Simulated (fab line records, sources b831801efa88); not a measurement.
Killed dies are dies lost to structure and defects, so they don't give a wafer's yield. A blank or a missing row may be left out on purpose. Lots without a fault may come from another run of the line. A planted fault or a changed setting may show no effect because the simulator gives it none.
A struck lot beside a sound one | flow gf180mcu | 13 steps out of a route of 602
Sound: wafers L958.3, L958.4, L958.6. Struck: wafers L951.2, L951.3, L951.6. The cause comes at the end.
At each step with rows: each side's tool, then ch and its chambers, then its first start. Under that, the readings that differ: sound wafers | struck wafers | difference of the means | sigmas: that difference in standard deviations of wafers without a fault.
alike: readings whose means differ by less than 2 such deviations, and words and numbers that are the same on both sides. not compared: withheld readings, readings that some wafer has no value for, bounds like >300 that may hide the same value, and numbers for which the record gives no deviation and whose values overlap.
The two part at a step that has a row with sigmas, a row that says differs or no value, or rows on one side only. Numbers that don't overlap but have no deviation are shown without sigmas and don't part them. A reading that every wafer of one side lacks parts them only if that side has two wafers or more.

GF_STI_BOW_MEAS_00:
  sound on film_metro-02, day 4 08:02; struck on film_metro-03, day 2 21:01
  alike: INCOMING_BOW
then, 1 step without rows for these wafers: GF_STI_OXIDATION_01 (stabilise 600 s, purge 300 s, target thk 10 nm).
GF_STI_THK_MEAS_02:
  sound on film_metro-04, day 4 11:29; struck on film_metro-04, day 3 01:21
  alike: STI_OXIDATION_THK
then, 1 step without rows for these wafers: GF_STI_CVD_03 (deposits Si3N4 from DCS/NH3, target thk 207.16 nm, time 3551 s).
GF_STI_THK_MEAS_04:
  sound on film_metro-04, day 4 13:31; struck on film_metro-04, day 3 03:24
  alike: STI_CVD_03_THK
then, 6 steps without rows for these wafers: GF_STI_DEHYDRATE_05 (time 60 s); GF_STI_HMDS_06 (prime time 60 s); GF_STI_COAT_07 (resist thk 700 nm); GF_STI_SOFTBAKE_08 (time 60 s); GF_STI_EXPOSE_09 (exposes mask COMP, target cd 220 nm); GF_STI_PEB_10 (peb time 90 s).
GF_STI_DEVELOP_11: develop time 60 s.
  sound on litho_track-04 ch 0, day 5 03:04; struck on litho_track-01, day 3 15:48
  no value came back on the struck wafers for chill_plate_temp_C (C), develop_time_s (s), developer_temp_C (C); on the sound wafers chill_plate_temp_C (C) reads 23.01 23.09 23.02
  reading                              | sound             | struck            | difference | sigmas
  model.KrF_of_STI_COAT_07.thk_nm (nm) | 684.4 684.7 683.4 | 702.1 703.6 704.5 | +19.2      |
GF_STI_CD_MEAS_12: target cd 220 nm.
  sound on cd_sem-01, day 5 03:12; struck on cd_sem-01, day 3 15:56
  reading    | sound             | struck | difference                    | sigmas
  cd_nm (nm) | 219.3 219.6 219.7 | - - -  | no value on the struck wafers |

WHERE THEY PART
First at GF_STI_DEVELOP_11; last, within this record, at GF_STI_CD_MEAS_12.

WHY: what the simulator had put in
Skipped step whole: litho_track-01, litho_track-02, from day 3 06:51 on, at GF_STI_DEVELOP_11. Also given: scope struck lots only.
